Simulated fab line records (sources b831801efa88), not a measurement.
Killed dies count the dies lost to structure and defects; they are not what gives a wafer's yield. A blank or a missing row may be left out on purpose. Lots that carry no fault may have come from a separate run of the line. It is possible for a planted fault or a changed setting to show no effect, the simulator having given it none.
Struck lot and sound lot, side by side / flow sky130 / 43 steps out of a route of 708
Sound: wafers L475.3, L475.4, L475.6. The struck wafers were L488.1, L488.3, L488.6. The cause is given at the end.
Each step with rows lists, per side, the tool, then ch with its chambers, then its first start. Under that, the readings that differ: sound wafers / struck wafers / difference of the means / sigmas: that difference in standard deviations of wafers without a fault.
alike: same words and numbers on both sides, and readings whose means sit less than 2 such deviations apart. not compared: any withheld reading, any reading some wafer has no value for, any bound like >300 that may hide the same value, and any number with overlapping values for which the record gives no deviation.
Wherever a step has rows on one side only, a row that says differs or no value, or a row with sigmas, the two part there. Non-overlapping numbers with no deviation appear without sigmas and do not part them. A reading that every wafer of one side lacks parts them only if that side has two wafers or more.

SKY_VIA4_THK_MEAS_01:
  sound on filmMetro-03, day 43 04:46; struck on filmMetro-03, day 46 06:27
  alike: VIA4_HDPCVD_THK
SKY_VIA4_CMP_02: polishes SiO2.
  sound on cmp-01 ch 0,1, day 43 04:51; struck on cmp-02 ch 1,2,3, day 46 06:59
  alike: motorCurrentA
SKY_VIA4_BOW_MEAS_03:
  sound on filmMetro-02, day 43 05:08; struck on filmMetro-02, day 46 07:14
  alike: VIA4_BOW
then, 7 steps without rows for these wafers: SKY_VIA4_DEHYDRATE_04 (time 60 s); SKY_VIA4_HMDS_05 (prime time 60 s); SKY_VIA4_COAT_06 (resist thk 1140 nm); SKY_VIA4_SOFTBAKE_07 (time 60 s); SKY_VIA4_EXPOSE_08 (exposes mask VIM4, target cd 800 nm); SKY_VIA4_PEB_09; SKY_VIA4_DEVELOP_10 (develop time 60 s).
SKY_VIA4_OVL_MEAS_11:
  sound on overlay-01, day 44 04:02; struck on overlay-02, day 47 03:04
  alike: VIA4_OVL
then, 1 step without rows for these wafers: SKY_VIA4_ETCH_12 (etches SiO2 in C4F8/O2/Ar, stops on TiN, target depth 580 nm).
SKY_VIA4_STRIP_13: strips in O2/N2.
  sound on plasmaAsher-01 ch 0,1, day 44 04:10; struck on plasmaAsher-01 ch 0,1, day 47 03:10
  alike: drypumpMotorCurrentA, oesProductAu, stripTimeToEndpointS
  not compared: rfHoursCounterH
then, 5 steps without rows for these wafers: SKY_VIA4_STRIP_14 (strips in post etch residue remover, time 1200 s); SKY_VIA4_CLEAN_15 (cleans in IPA, time 180 s); SKY_VIA4_CLEAN_16 (cleans in O3/DIW); SKY_VIA4_SPUTTER_17 (material TiN, target thk 20 nm, time 80 s); SKY_VIA4_CVD_18 (deposits W, target thk 505 nm, time 152.14 s).
SKY_VIA4_RS_MEAS_19: measurement is done with a four-point probe.
  sound on filmMetro-02, day 44 04:59; struck on filmMetro-03, day 47 03:58
  alike: VIA4_W_RS
SKY_VIA4_THK_MEAS_20: measures by xrf.
  sound on filmMetro-02, day 44 05:05; struck on filmMetro-03, day 47 04:05
  alike: VIA4_W_THK
SKY_VIA4_CMP_21: polishes, stops on SiO2, t overpolish 25 s, target thk 0 nm.
  sound on cmp-01 ch 0,2, day 44 05:07; struck on cmp-02 ch 0,1,3, day 47 04:09
  alike: motorCurrentA, overpolishRunS, timeToEndpointS
SKY_METAL5_SPUTTER_00: material Ti, target thk 15 nm, time 10 s.
  sound on pvdSputter-03, day 44 05:25; struck on pvdSputter-03, day 47 04:27
  alike: throttleValvePct
then, 4 steps without rows for these wafers: SKY_METAL5_SPUTTER_01 (material TiN, target thk 20 nm, time 16.7 s); SKY_METAL5_SPUTTER_02 (material AlCu, target thk 1150 nm, time 61.2 s); SKY_METAL5_SPUTTER_03 (material Ti, target thk 5 nm, time 3.3 s); SKY_METAL5_SPUTTER_04 (material TiN, target thk 70 nm, time 58.3 s).
SKY_METAL5_RS_MEAS_05: measurement is done with a four-point probe.
  sound on filmMetro-02, day 44 05:37; struck on filmMetro-04, day 47 04:37
  alike: METAL5_ALCU_RS
SKY_METAL5_THK_MEAS_06: measures by xrf.
  sound on filmMetro-02, day 44 05:43; struck on filmMetro-04, day 47 04:44
  alike: METAL5_ALCU_THK
then, 7 steps without rows for these wafers: SKY_METAL5_DEHYDRATE_07 (time 60 s); SKY_METAL5_HMDS_08 (prime time 60 s); SKY_METAL5_COAT_09 (resist thk 1800 nm); SKY_METAL5_SOFTBAKE_10 (time 60 s); SKY_METAL5_EXPOSE_11 (exposes mask MM5, target cd 1600 nm); SKY_METAL5_PEB_12; SKY_METAL5_DEVELOP_13 (develop time 60 s).
SKY_METAL5_DESCUM_14: chemistry O2, time 11 s.
  sound on rieMetal-04 ch 0,1, day 45 03:49; struck on rieMetal-04 ch 0,1, day 47 23:55
  alike: drypumpMotorCurrentA, oesProductAu, tempC
  not compared: rfHoursCounterH
then, 5 steps without rows for these wafers: SKY_METAL5_METAL_ETCH_15 (etches the open film in Cl2/BCl3, stops on SiO2, target depth 1260 nm, time 252 s); SKY_METAL5_STRIP_16 (strips in O2/N2); SKY_METAL5_STRIP_17 (strips in post etch residue remover, time 1200 s); SKY_METAL5_CLEAN_18 (cleans in IPA, time 180 s); SKY_METAL5_CLEAN_19 (cleans in O3/DIW).
SKY_PASSIVATION_CVD_00: deposits SiO2, target thk 90 nm.
  sound on pecvd-01 ch 0,2, day 45 04:42; struck on pecvd-03 ch 0,2, day 48 01:26
  alike: heaterPowerW
SKY_PAD_OPEN_PROBE_99:
  sound on prober-01, day 47 00:30; struck on prober-01, day 49 19:24
reading=defectLimitedYield (%); sound=80.9 82.9 81.5; struck=78.3 79.9 74.6; difference=-4.2; sigmas=-2
reading=killed_at_M4_up; sound=3 5 1; struck=19 24 48; difference=+27; sigmas=+12
reading=killedDies; sound=94 84 91; struck=107 99 125; difference=+21; sigmas=+2
reading=model.etest.tester.sortNPass; sound=398 408 401; struck=385 393 367; difference=-21; sigmas=
reading=model.etest.tester.sortYieldPct (%); sound=80.89 82.93 81.5; struck=78.25 79.88 74.59; difference=-4.20; sigmas=
reading=model.etest.tester.sort_bin_5_pct (%); sound=12.6 10.98 9.35; struck=12.8 13.01 15.85; difference=+2.9; sigmas=
reading=model.etest.tester.sort_bin_3_pct (%); sound=0.6098 0.6098 1.016; struck=2.642 2.236 2.642; difference=+1.761; sigmas=
  alike: killed_at_M0_to_M3, killedAtContacts, killedAtFrontEnd, killedAtOther, killedOpen, killedShort

WHERE THEY PART
At SKY_PAD_OPEN_PROBE_99 and nowhere else, as far as this record goes.

WHY: what the simulator had put in
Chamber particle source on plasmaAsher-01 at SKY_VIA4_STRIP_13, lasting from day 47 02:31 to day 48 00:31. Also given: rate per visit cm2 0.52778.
